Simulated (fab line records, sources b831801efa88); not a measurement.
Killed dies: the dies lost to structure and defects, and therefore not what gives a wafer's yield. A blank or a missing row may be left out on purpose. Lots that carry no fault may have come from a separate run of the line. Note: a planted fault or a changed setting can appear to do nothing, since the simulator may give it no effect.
A lot that was struck, set against a sound lot	flow sky130	23 steps out of a route of 708
Sound: wafers L586.3, L586.4, L586.5. Struck: wafer L591.3 (left out: L591.5, L591.6 of the same lot, which were not struck); the cause appears at the end.
For every step that has rows: the tool of each side, followed by ch and its chambers, followed by its first start. Under that, the readings that differ: sound wafers	struck wafers	difference of the means	sigmas: that difference in standard deviations of wafers without a fault.
alike: readings whose means differ by less than 2 such deviations, and words and numbers that are the same on both sides. not compared: withheld readings, readings that some wafer has no value for, bounds like >300 that may hide the same value, and numbers for which the record gives no deviation and whose values overlap.
The two part at a step that has a row with sigmas, a row that says differs or no value, or rows on one side only. Numbers that don't overlap but have no deviation are shown without sigmas and don't part them. A reading missing from all wafers of one side parts the sides only when that side holds two or more wafers.

first, 8 steps without rows for these wafers: SKY_LDD_N_IMPLANT_08; SKY_LDD_N_IMPLANT_09; SKY_LDD_N_IMPLANT_10; SKY_LDD_N_IMPLANT_11; SKY_LDD_N_IMPLANT_12; SKY_LDD_N_IMPLANT_13; SKY_LDD_N_IMPLANT_14; SKY_LDD_N_IMPLANT_15.
SKY_LDD_N_STRIP_16: strips in O2/N2.
  sound on plasma_asher-04 ch 0,1, day 20 10:02; struck on plasma_asher-04 ch 0, day 21 09:31
reading	sound	struck	difference	sigmas
drypump_motor_current_A (A)	5.0 6.7 5.0	6.7	+1.1	+2
  alike: oes_product_au, strip_time_to_endpoint_s
  not compared: rf_hours_counter_h
SKY_LDD_N_TW_MEAS_17:
  sound on film_metro-04 at day 20 10:08; struck on film_metro-02 at day 21 09:37
reading	sound	struck	difference	sigmas
LDD_N_TW	2611 2621 2618	2579	-38	-3
then, 2 steps without rows for these wafers: SKY_LDD_P_DEHYDRATE_00 (time 60 s); SKY_LDD_P_HMDS_01 (prime time 60 s).
SKY_LDD_P_COAT_02: resist thk 1140 nm.
  sound on litho_track-04 ch 0, day 21 00:40; struck on litho_track-01 ch 0, day 21 22:36
reading	sound	struck	difference	sigmas
model.NOVOLAK_of_LDD_P_COAT_02.thk_nm (nm)	1144 1140 1141	1419	+277	
  alike: exhaust_pa
then, 3 steps without rows for these wafers: SKY_LDD_P_SOFTBAKE_03 (time 60 s); SKY_LDD_P_EXPOSE_04 (exposes mask PSDM, target cd 380 nm); SKY_LDD_P_PEB_05.
SKY_LDD_P_DEVELOP_06: develop time 60 s.
  sound on litho_track-01 ch 0, day 21 16:18; struck on litho_track-03 ch 0, day 22 13:46
reading	sound	struck	difference	sigmas
model.NOVOLAK_of_LDD_P_COAT_02.thk_nm (nm)	1143 1140 1140	1419	+278	
  alike: exhaust_pa
SKY_LDD_P_CD_MEAS_07: the cd target is 380 nm.
  sound on cd_sem-02 at day 21 16:26; struck on cd_sem-02 at day 22 13:55
reading	sound	struck	difference	sigmas
cd_nm (nm)	378.4 380.2 377.4	353.3	-25.4	-12
SKY_LDD_P_OVL_MEAS_08:
  sound on overlay-01 at day 21 16:32; struck on overlay-01 at day 22 14:00
  alike: LDD_P_OVL
after that, 1 step had no rows for these wafers: SKY_LDD_P_IMPLANT_09.
SKY_LDD_P_STRIP_10: strips in O2/N2.
  sound on plasma_asher-04 ch 0,1, day 21 16:44; struck on plasma_asher-03 ch 0, day 22 14:13
reading	sound	struck	difference	sigmas
oes_product_au (a.u.)	0.719 0.716 0.720	0.708	-0.010	-2
strip_time_to_endpoint_s (s)	14.22 14.19 14.18	17.32	+3.12	+71
  alike: drypump_motor_current_A
  not compared: rf_hours_counter_h
SKY_LDD_P_TW_MEAS_11:
  sound on film_metro-02 at day 21 16:50; struck on film_metro-03 at day 22 14:18
  alike: LDD_P_TW
-- the record jumps here: 26 days lie between the struck wafers' starts before and after (it left off in module LDD_P and takes up again in module PAD_OPEN, whose first step shown is number 708 of the route) --
SKY_PAD_OPEN_PROBE_99:
  sound on prober-02 at day 47 08:17; struck on prober-02 at day 48 03:39
  alike: killed_at_M0_to_M3, killed_at_M4_up, killed_at_contacts, killed_at_front_end, killed_at_other, killed_dies, killed_open, killed_short

## WHERE THEY PART
At SKY_LDD_N_STRIP_16 first; at SKY_LDD_P_STRIP_10 last (within this record only). Later steps at which nothing parts them and some readings are alike: SKY_LDD_P_TW_MEAS_11, SKY_PAD_OPEN_PROBE_99.

WHY: whatever the simulator had introduced
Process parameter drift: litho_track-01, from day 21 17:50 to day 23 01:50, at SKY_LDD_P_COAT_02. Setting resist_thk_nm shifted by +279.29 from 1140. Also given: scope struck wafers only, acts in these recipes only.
